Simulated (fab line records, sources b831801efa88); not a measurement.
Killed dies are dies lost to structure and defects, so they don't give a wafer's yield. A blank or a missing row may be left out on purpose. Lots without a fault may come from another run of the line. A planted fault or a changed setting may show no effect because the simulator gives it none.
Which tool did it? | flow gf180mcu | 14 lots, 42 wafers sampled, at 3 steps of a route of 602

WHAT THE GAUGES READ, wafer by wafer
GF_NWELL_TW_MEAS_11.
lot  | measured    | on            | NWELL_TW
L204 | day 3 06:38 | film_metro-01 | 1587 1586 1588
L205 | day 3 14:47 | film_metro-01 | 1583 1586 1590
L206 | day 3 19:14 | film_metro-01 | 1584 1588 1598
L207 | day 3 23:11 | film_metro-03 | 1549 1544 1552
L208 | day 4 04:32 | film_metro-01 | 1601 1599 1597
L209 | day 4 12:15 | film_metro-01 | 1582 1594 1600
L210 | day 4 16:41 | film_metro-01 | 1597 1594 1608
L211 | day 4 22:29 | film_metro-03 | 1542 1544 1553
L213 | day 5 09:31 | film_metro-03 | 1565 1563 1542
L215 | day 5 20:28 | film_metro-02 | 1469 1462 1455
L216 | day 6 00:38 | film_metro-03 | 1478 1476 1479
L225 | day 8 02:19 | film_metro-03 | 1550 1549 1544
L226 | day 8 10:16 | film_metro-03 | 1550 1550 1549
L227 | day 8 16:59 | film_metro-01 | 1577 1590 1585

GF_VT_IMPLANT_RS_MEAS_47: measures by four-point-probe.
lot  | measured     | on            | NWELL_RS (ohm/sq)
L204 | day 7 12:07  | film_metro-01 | 486.7 486.7 486.8
L205 | day 7 22:16  | film_metro-02 | 488.5 488.6 487.9
L206 | day 8 04:10  | film_metro-03 | 488.7 488.4 487.4
L207 | day 8 09:28  | film_metro-01 | 487.5 488.5 488.4
L208 | day 8 14:19  | film_metro-01 | 487.0 487.1 486.9
L209 | day 9 01:49  | film_metro-01 | 489.2 487.6 488.5
L210 | day 9 05:10  | film_metro-02 | 488.7 487.8 487.3
L211 | day 9 13:36  | film_metro-01 | 489.8 489.1 487.9
L213 | day 10 04:10 | film_metro-01 | 489.8 489.2 488.4
L215 | day 10 16:19 | film_metro-02 | - - -
L216 | day 10 20:35 | film_metro-02 | - - -
L225 | day 13 12:19 | film_metro-02 | 486.2 486.5 487.6
L226 | day 13 21:15 | film_metro-03 | 487.5 487.3 486.6
L227 | day 14 05:07 | film_metro-01 | 489.0 487.2 488.4

WHICH TOOL RAN EACH LOT (tool, then ch and the chambers of the sampled wafers, then the start)
lot  | GF_NWELL_IMPLANT_09
L204 | implanter-02 ch 0, day 3 06:23
L205 | implanter-01 ch 0, day 3 14:32
L206 | implanter-04 ch 0, day 3 18:59
L207 | implanter-01 ch 0, day 3 22:57
L208 | implanter-02 ch 0, day 4 04:17
L209 | implanter-01 ch 0, day 4 12:02
L210 | implanter-01 ch 0, day 4 16:26
L211 | implanter-02 ch 0, day 4 22:16
L213 | implanter-02 ch 0, day 5 09:16
L215 | implanter-02, day 5 20:16
L216 | implanter-02, day 6 00:24
L225 | implanter-01 ch 0, day 8 02:04
L226 | implanter-04 ch 0, day 8 10:01
L227 | implanter-02 ch 0, day 8 16:44
- GF_NWELL_IMPLANT_09

WHAT THE TOOLS THEMSELVES READ (means of the sampled wafers that have a number; where no wafer has one, the mark that the record gives instead)
GF_NWELL_IMPLANT_09.
lot  | tool         | beam_energy_keV | beam_on_s (s) | faraday_current_uA
L204 | implanter-02 | 159.97          | 9.98          | 22.5
L205 | implanter-01 | 159.96          | 9.95          | 22.7
L206 | implanter-04 | 160.02          | 10.11         | 22.3
L207 | implanter-01 | 160.05          | 10.24         | 22.0
L208 | implanter-02 | 160.04          | 10.08         | 22.5
L209 | implanter-01 | 160.01          | 9.95          | 22.6
L210 | implanter-01 | 159.97          | 10.10         | 22.3
L211 | implanter-02 | 160.02          | 10.01         | 22.4
L213 | implanter-02 | 160.02          | 9.99          | 22.6
L215 | implanter-02 | -               | -             | -
L216 | implanter-02 | -               | -             | -
L225 | implanter-01 | 160.00          | 9.85          | 22.9
L226 | implanter-04 | 159.94          | 10.00         | 22.6
L227 | implanter-02 | 159.96          | 9.98          | 22.6

THE ANSWER, worked out from the rows above alone
Rule: what is usual is taken from the lots themselves. Put in order of their means at a reading, lots are off if they are a third of the lots or fewer, leave a main group of 4 or more, and stand apart from it by a gap of 3 or more times the standard deviation of the main group's means; of several such gaps the widest counts. A main group whose means are all the same, to the digits that the tables above print for the reading, isn't used. A lot without any number at a reading at which 4 lots or more have one is off too. The other lots that the step has rows for count as sound. The gauges are gone through in route order, then the tools' own readings, and for those a lot's mean is taken as printed above. The first step at which some lot is off is used, and at that step the reading that is off furthest; a lot without a number counts as furthest.
Off: L215, L216, at GF_NWELL_TW_MEAS_11 (NWELL_TW). The main group: mean 1574, standard deviation 21.
A tool fits if, at a process step before that reading, it ran every lot that is off, and no sound lot after the first of them. The gauges at GF_NWELL_TW_MEAS_11 aren't tried: what is off there is off at GF_NWELL_IMPLANT_09 too, on other tools, and a gauge's error can't cause that. None of those tried fits.

WHAT THE SIMULATOR HAD PUT IN
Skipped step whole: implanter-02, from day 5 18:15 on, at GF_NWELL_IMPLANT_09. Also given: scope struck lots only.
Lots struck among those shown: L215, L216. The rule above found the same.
